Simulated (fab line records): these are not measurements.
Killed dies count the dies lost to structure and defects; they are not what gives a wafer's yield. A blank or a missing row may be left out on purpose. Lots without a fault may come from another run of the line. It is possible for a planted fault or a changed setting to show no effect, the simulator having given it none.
Matching of chambers -- flow sky130 -- 4 sister chambers for SKY_FIELD_ISO_CMP_27 on cmp-01
The step polishes, stops on Si3N4, t overpolish 16 s, target thk 457.8 nm. 8 wafers are shown with their chamber, then 9 later ones without.

== WAFERS, EACH WITH ITS CHAMBER ==
wafer,chamber,motorCurrentA (A),timeToEndpointS (s)
L118.4,0,12.8,115
L122.4,0,12.4,114
L122.5,2,12.8,115
L126.6,1,11.2,105
L127.1,3,9.5,105
L127.4,1,11.3,105
L127.6,2,12.3,106
L128.6,3,10.4,112

== WAFERS WITHOUT THEIR CHAMBER ==
wafer,motorCurrentA (A),timeToEndpointS (s)
L135.3,10.0,111
L135.4,12.7,110
L135.6,12.7,111
L136.1,11.5,113
L136.5,10.2,117
L136.6,12.4,112
L138.1,10.1,110
L138.4,12.7,108
L138.5,12.8,112

== CHAMBER TAKEN BY EACH ==
wafer,from the rows above,in truth
L135.3,3,3
L135.4,can't be placed: 2 or 0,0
L135.6,can't be placed: 2 or 0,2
L136.1,can't be placed: 1 or 2 or 0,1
L136.5,can't be placed: 3 or 1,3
L136.6,can't be placed: 2 or 0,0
L138.1,3,3
L138.4,can't be placed: 2 or 0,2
L138.5,can't be placed: 2 or 0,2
Correctly placed: 2 of 9. Can't be placed from these rows: 7 (the true chamber is among the candidates in 7). 0 placed wrongly.
How it was worked out, from the rows above alone: a wafer's distance from a chamber is the root of the sum, over the readings, of the square of ((its reading less the chamber's mean) divided by the reading's scatter). If the next closest chamber is less than 2 further off than the closest, the wafer can't be placed; otherwise it belongs to the closest. A chamber's mean is the mean of its shown wafers. The scatter is the square root of a quotient: the sum, over the shown wafers, of each reading's squared deviation from its chamber's mean, divided by wafers minus chambers.
